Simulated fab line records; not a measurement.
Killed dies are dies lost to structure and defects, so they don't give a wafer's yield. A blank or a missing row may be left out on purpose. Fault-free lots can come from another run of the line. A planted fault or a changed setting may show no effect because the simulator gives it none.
8D (eight disciplines) problem report, filled in by code | flow gf180mcu | the parts of the form that need people (team, actions taken, sign-off) are left out

## 1. PROBLEM STATEMENT
Wafers with no fault read 89.18 s with a standard deviation of 0.21, whereas runLengthS at GF_V4_SOFTBAKE_10 reads a mean of 103.08 s on 1 wafer of 1 lot. That puts it +66 standard deviations away from the usual mean.
The step: time 60 s.
The first sign was on wafer L225.1 at day 28 11:00, on lithoTrack-04. Wafers with a number at this step in the record: 36, from 12 lots. Rule for "out" (also "out of limits"): further than 4 standard deviations from the usual mean. Any other wafer with a number is counted as sound.

## 2. WHAT IT IS AND WHAT IT IS NOT
question                    | is                | is not
which readings at this step | runLengthS        | -
which lots                  | L225              | L211, L213, L215, L216, L218, L219, L220, L221, L222, L224, L234
which wafers of those lots  | L225.1            | L225.3, L225.5
read on which tools         | lithoTrack-04     | lithoTrack-01, lithoTrack-03
when                        | from day 28 11:00 | up to then (32 sound wafers); but 3 sound wafers of L234 came after

## 3. WHAT RULES OUT EACH SUSPECT
Counting: if a tool at a process step up to the reading ran every lot that is out, it stays a suspect. Sound lots after the first of them don't rule it out here, since some wafers of a struck lot are sound.
- lithoTrack-04 at GF_V4_SOFTBAKE_10 (time 60 s): kept. The lot that is out, L225, ran on it at day 28 11:00; the last sound lot it ran before that was L222, at day 27 13:00. Out on those wafers are its own readings of runLengthS.
Left after counting: lithoTrack-04 at GF_V4_SOFTBAKE_10.

## 4. THE CAUSE (what the simulator had put in)
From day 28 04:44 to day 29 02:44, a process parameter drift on lithoTrack-04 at GF_V4_SOFTBAKE_10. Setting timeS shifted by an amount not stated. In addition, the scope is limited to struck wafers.
This tool alone remained once counting was done.

## 5. SEQUENCE OF EFFECTS, ordered by route
Each row: a reading where the mean over the struck wafers with a number is more than 3 standard deviations away from the usual. Scope: only readings with a usual standard deviation given in the record; hours: median across lots of the time from each lot's start at the first step in this table that gives one to its start at this step; sigmas: change in usual standard deviations.
hours | step              | reading    | usual    | on struck wafers | change | sigmas
0     | GF_V4_SOFTBAKE_10 | runLengthS | 89.18 s  | 103.08           | +13.90 | +66
11    | GF_V4_CD_MEAS_14  | cdNm       | 260.1 nm | 264.4            | +4.3   | +3.9
Its process steps:
- GF_V4_SOFTBAKE_10: time 60 s.

## 6. HOW IT WOULD HAVE BEEN CAUGHT EARLIER
In this record no reading fell out of limits until day 28 11:00, 6 hours after the fault had begun at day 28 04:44.
